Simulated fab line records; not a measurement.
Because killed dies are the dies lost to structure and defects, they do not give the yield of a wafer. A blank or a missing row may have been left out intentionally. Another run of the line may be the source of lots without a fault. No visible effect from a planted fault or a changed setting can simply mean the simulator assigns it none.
2 desks looking at one fault / flow gf180mcu / every desk sees just its own numbers, and what lay behind them comes last

== AT THE TOOL OWNER'S DESK: litho track-02 ==
The tool's own readings at GF_TOP_METAL_DEVELOP_13 (develop time 60 s): means of the sampled wafers that have a number, for each lot that ran on this tool. Any lot whose mean is over 4 standard deviations away from the usual mean is out of limits and marked OUT; that distance is given in the brackets.
Columns: A = developer temp C at GF_TOP_METAL_DEVELOP_13, usual 23.00 C
lot=L342; first seen here=day 28 04:02; A=22.84
lot=L344; first seen here=day 28 17:38; A=23.20
lot=L348; first seen here=day 30 07:14; A=20.73 (-19) OUT
lot=L351; first seen here=day 30 21:27; A=20.79 (-18) OUT
lot=L362; first seen here=day 33 19:01; A=23.02
lot=L365; first seen here=day 34 10:04; A=22.93
This desk finds L348, L351 out of limits, L348 being first, at day 30 07:14 (developer temp C at GF_TOP_METAL_DEVELOP_13). In limits: L342, L344, L362, L365.

== THE METROLOGY DESK ==
Means of the sampled wafers that have a number, per lot and without regard to the tool the lot ran on: this is what the gauges read. Any lot whose mean is over 4 standard deviations away from the usual mean is out of limits and marked OUT; that distance is given in the brackets.
Columns: A = cd nm at GF_TOP_METAL_CD_MEAS_14, usual 439.0 nm
lot=L342; first seen here=day 28 04:11; A=438.7
lot=L344; first seen here=day 28 17:47; A=436.5
lot=L343; first seen here=day 28 23:22; A=437.7
lot=L345; first seen here=day 29 05:15; A=439.7
lot=L348; first seen here=day 30 07:23; A=435.3
lot=L350; first seen here=day 30 16:53; A=439.5
lot=L351; first seen here=day 30 21:35; A=433.8
lot=L354; first seen here=day 31 19:38; A=440.6
lot=L357; first seen here=day 32 16:42; A=436.0
lot=L360; first seen here=day 33 06:01; A=438.2
lot=L362; first seen here=day 33 19:10; A=439.4
lot=L363; first seen here=day 33 21:51; A=441.1
lot=L364; first seen here=day 34 03:41; A=438.9
lot=L365; first seen here=day 34 10:13; A=440.7
Result from this desk: across the 14 lots, nothing is out of limits.

== TAKEN TOGETHER ==
An alarm could have come from the tool owner's desk at day 30 07:14, on L348, L351.
Metrology desk: nothing out of limits seen.
The metrology desk holds a record of L348, L351, inside its limits.
On litho track-02, each named lot ran GF_TOP_METAL_DEVELOP_13.

== WHAT THE SIMULATOR PUT IN ==
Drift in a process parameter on litho track-02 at GF_TOP_METAL_DEVELOP_13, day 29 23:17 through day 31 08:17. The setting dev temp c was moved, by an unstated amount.
Shown lots that were struck: L348, L351.
Each desk's first reading out of limits, in hours after the fault started: the tool owner's desk, 8.
